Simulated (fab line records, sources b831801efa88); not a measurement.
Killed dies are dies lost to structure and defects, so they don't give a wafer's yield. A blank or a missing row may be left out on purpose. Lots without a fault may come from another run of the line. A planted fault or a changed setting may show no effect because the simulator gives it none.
A struck lot beside a sound one | flow sky130 | 48 steps out of a route of 708
Sound: wafers L530.2, L530.4, L530.5. Struck: wafers L541.2, L541.3, L541.4. The cause comes at the end.
At each step with rows: each side's tool, then ch and its chambers, then its first start. Under that, the readings that differ: sound wafers | struck wafers | difference of the means | sigmas: that difference in standard deviations of wafers without a fault.
alike: readings whose means differ by less than 2 such deviations, and words and numbers that are the same on both sides. not compared: withheld readings, readings that some wafer has no value for, bounds like >300 that may hide the same value, and numbers for which the record gives no deviation and whose values overlap.
The two part at a step that has a row with sigmas, a row that says differs or no value, or rows on one side only. Numbers that don't overlap but have no deviation are shown without sigmas and don't part them. A reading that every wafer of one side lacks parts them only if that side has two wafers or more.

first, 1 step without rows for these wafers: SKY_VT_ADJUST_HVTR_IMPLANT_09.
SKY_VT_ADJUST_HVTR_STRIP_10: strips in O2/N2.
  sound on plasma_asher-01 ch 0,1, day 9 14:56; struck on plasma_asher-01 ch 0,1, day 13 07:50
  alike: chamber_pressure_mTorr, drypump_motor_current_A, oes_product_au, strip_time_to_endpoint_s
  not compared: rf_hours_counter_h
SKY_VT_ADJUST_HVTR_TW_MEAS_11:
  sound on film_metro-03, day 9 15:03; struck on film_metro-01, day 13 07:57
  alike: VT_ADJUST_HVTR_TW
then, 7 steps without rows for these wafers: SKY_VT_ADJUST_PCH_DEHYDRATE_00 (time 60 s); SKY_VT_ADJUST_PCH_HMDS_01 (prime time 60 s); SKY_VT_ADJUST_PCH_COAT_02 (resist thk 3000 nm); SKY_VT_ADJUST_PCH_SOFTBAKE_03; SKY_VT_ADJUST_PCH_EXPOSE_04 (exposes mask NWM, target cd 840 nm); SKY_VT_ADJUST_PCH_PEB_05; SKY_VT_ADJUST_PCH_DEVELOP_06 (develop time 60 s).
SKY_VT_ADJUST_PCH_OVL_MEAS_07:
  sound on overlay-02, day 10 14:04; struck on overlay-01, day 14 10:37
  alike: VT_ADJUST_PCH_OVL
then, 1 step without rows for these wafers: SKY_VT_ADJUST_PCH_IMPLANT_08.
SKY_VT_ADJUST_PCH_STRIP_09: strips in O2/N2.
  sound on plasma_asher-03 ch 0,1, day 10 14:14; struck on plasma_asher-01 ch 0,1, day 14 10:47
  no value came back on the struck wafers for chamber_pressure_mTorr (mTorr), drypump_motor_current_A (A), oes_product_au (a.u.), strip_time_to_endpoint_s (s); on the sound wafers chamber_pressure_mTorr (mTorr) reads 1499.0 1501.8 1500.9
  reading                                         | sound | struck         | difference | sigmas
  model.coat_of_VT_ADJUST_PCH_COAT_02.thk_nm (nm) | 0 0 0 | 3007 2992 3002 | +3000      |
  not compared: rf_hours_counter_h
SKY_VT_ADJUST_PCH_TW_MEAS_10:
  sound on film_metro-04, day 10 14:21; struck on film_metro-02, day 14 10:54
  alike: VT_ADJUST_PCH_TW
then, 7 steps without rows for these wafers: SKY_SONOS_TUNNEL_DEHYDRATE_00 (time 60 s); SKY_SONOS_TUNNEL_HMDS_01 (prime time 60 s); SKY_SONOS_TUNNEL_COAT_02 (resist thk 1140 nm); SKY_SONOS_TUNNEL_SOFTBAKE_03 (time 60 s); SKY_SONOS_TUNNEL_EXPOSE_04 (exposes mask TUNM, target cd 410 nm); SKY_SONOS_TUNNEL_PEB_05; SKY_SONOS_TUNNEL_DEVELOP_06 (develop time 60 s).
SKY_SONOS_TUNNEL_CD_MEAS_07: target cd 410 nm.
  sound on cd_sem-02, day 11 14:28; struck on cd_sem-02, day 15 14:43
  alike: cd_nm
SKY_SONOS_TUNNEL_OVL_MEAS_08:
  sound on overlay-01, day 11 14:35; struck on overlay-01, day 15 14:50
  alike: SONOS_TUNNEL_OVL
then, 2 steps without rows for these wafers: SKY_SONOS_TUNNEL_IMPLANT_09; SKY_SONOS_TUNNEL_WET_ETCH_10 (etches SiO2 in dHF, target depth 14 nm, time 280 s).
SKY_SONOS_TUNNEL_STRIP_11: strips in SPM, time 600 s.
  sound on wet_bench-04 ch 1, day 11 14:50; struck on wet_bench-01 ch 2, day 15 15:05
  reading                                           | sound | struck         | difference | sigmas
  model.NOVOLAK_of_SONOS_TUNNEL_COAT_02.thk_nm (nm) | 0 0 0 | 1144 1143 1143 | +1143      |
  alike: bath_guard_temp_C, bath_heat_duty_pct
SKY_SONOS_TUNNEL_TW_MEAS_12:
  sound on film_metro-02, day 11 15:02; struck on film_metro-03, day 15 15:17
  reading         | sound             | struck         | difference | sigmas
  SONOS_TUNNEL_TW | 198.0 199.5 197.0 | 29.9 29.9 30.1 | -168.2     | -99 or more
then, 2 steps without rows for these wafers: SKY_SONOS_TUNNEL_CLEAN_13 (cleans in dHF, time 20 s); SKY_SONOS_ONO_OXIDATION_00 (stabilise 600 s, purge 300 s, target thk 2.6 nm).
SKY_SONOS_ONO_THK_MEAS_01:
  sound on film_metro-02, day 11 17:51; struck on film_metro-01, day 15 18:00
  alike: SONOS_ONO_OXIDATION_THK
then, 1 step without rows for these wafers: SKY_SONOS_ONO_CVD_02 (deposits Si3N4 from DCS/NH3, target thk 10.5 nm, time 180 s).
SKY_SONOS_ONO_THK_MEAS_03:
  sound on film_metro-01, day 11 18:58; struck on film_metro-01, day 15 22:12
  alike: SONOS_ONO_CVD_02_THK
then, 1 step without rows for these wafers: SKY_SONOS_ONO_CVD_04 (deposits SiO2 from SiH4/N2O, target thk 5.7199 nm).
SKY_SONOS_ONO_THK_MEAS_05:
  sound on film_metro-02, day 11 20:16; struck on film_metro-02, day 16 00:08
  reading                   | sound          | struck         | difference | sigmas
  SONOS_ONO_CVD_04_THK (nm) | 5.62 5.61 5.56 | 5.95 5.86 5.85 | +0.29      | +3
then, 7 steps without rows for these wafers: SKY_SONOS_ONO_DEHYDRATE_06 (time 60 s); SKY_SONOS_ONO_HMDS_07 (prime time 60 s); SKY_SONOS_ONO_COAT_08 (resist thk 1140 nm); SKY_SONOS_ONO_SOFTBAKE_09 (time 60 s); SKY_SONOS_ONO_EXPOSE_10 (exposes mask ONOM, target cd 410 nm); SKY_SONOS_ONO_PEB_11; SKY_SONOS_ONO_DEVELOP_12 (develop time 60 s).
SKY_SONOS_ONO_CD_MEAS_13: target cd 410 nm.
  sound on cd_sem-02, day 12 20:31; struck on cd_sem-01, day 17 04:27
  alike: cd_nm
-- the record jumps here: 16 days lie between the struck wafers' starts before and after (it left off in module SONOS_ONO and takes up again in module LI_CONTACT, whose first step shown is number 365 of the route) --
SKY_LI_CONTACT_BOW_MEAS_03:
  sound on film_metro-02, day 28 14:36; struck on film_metro-02, day 32 19:21
  reading             | sound    | struck   | difference | sigmas
  LI_CONTACT_BOW (um) | 59 67 66 | 26 17 19 | -43        | -7
-- the record jumps here: 2 days lie between the struck wafers' starts before and after (it left off in module LI_CONTACT and takes up again in module CONTACT, whose first step shown is number 411 of the route) --
SKY_CONTACT_BOW_MEAS_05:
  sound on film_metro-02, day 31 02:43; struck on film_metro-02, day 35 03:30
  reading          | sound    | struck   | difference | sigmas
  CONTACT_BOW (um) | 86 94 93 | 55 44 48 | -42        | -6
-- the record jumps here: 2 days lie between the struck wafers' starts before and after (it left off in module CONTACT and takes up again in module VIA1, whose first step shown is number 461 of the route) --
SKY_VIA1_BOW_MEAS_03:
  sound on film_metro-01, day 33 12:58; struck on film_metro-04, day 37 10:53
  reading       | sound    | struck   | difference | sigmas
  VIA1_BOW (um) | 85 93 93 | 57 48 50 | -39        | -6
-- the record jumps here: 2 days lie between the struck wafers' starts before and after (it left off in module VIA1 and takes up again in module VIA2, whose first step shown is number 510 of the route) --
SKY_VIA2_BOW_MEAS_03:
  sound on film_metro-03, day 35 20:43; struck on film_metro-02, day 39 17:38
  reading       | sound     | struck   | difference | sigmas
  VIA2_BOW (um) | 94 99 100 | 65 53 56 | -40        | -6
-- the record jumps here: 3 days lie between the struck wafers' starts before and after (it left off in module VIA2 and takes up again in module VIA3, whose first step shown is number 576 of the route) --
SKY_VIA3_BOW_MEAS_03:
  sound on film_metro-01, day 39 06:57; struck on film_metro-02, day 42 23:04
  reading       | sound    | struck   | difference | sigmas
  VIA3_BOW (um) | 87 94 95 | 56 44 47 | -43        | -6
-- the record jumps here: 3 days lie between the struck wafers' starts before and after (it left off in module VIA3 and takes up again in module VIA4, whose first step shown is number 642 of the route) --
SKY_VIA4_BOW_MEAS_03:
  sound on film_metro-01, day 42 12:40; struck on film_metro-02, day 45 23:52
  reading       | sound    | struck   | difference | sigmas
  VIA4_BOW (um) | 88 95 95 | 57 44 46 | -44        | -5

WHERE THEY PART
First at SKY_VT_ADJUST_PCH_STRIP_09; last, within this record, at SKY_VIA4_BOW_MEAS_03.

WHY: what the simulator had put in
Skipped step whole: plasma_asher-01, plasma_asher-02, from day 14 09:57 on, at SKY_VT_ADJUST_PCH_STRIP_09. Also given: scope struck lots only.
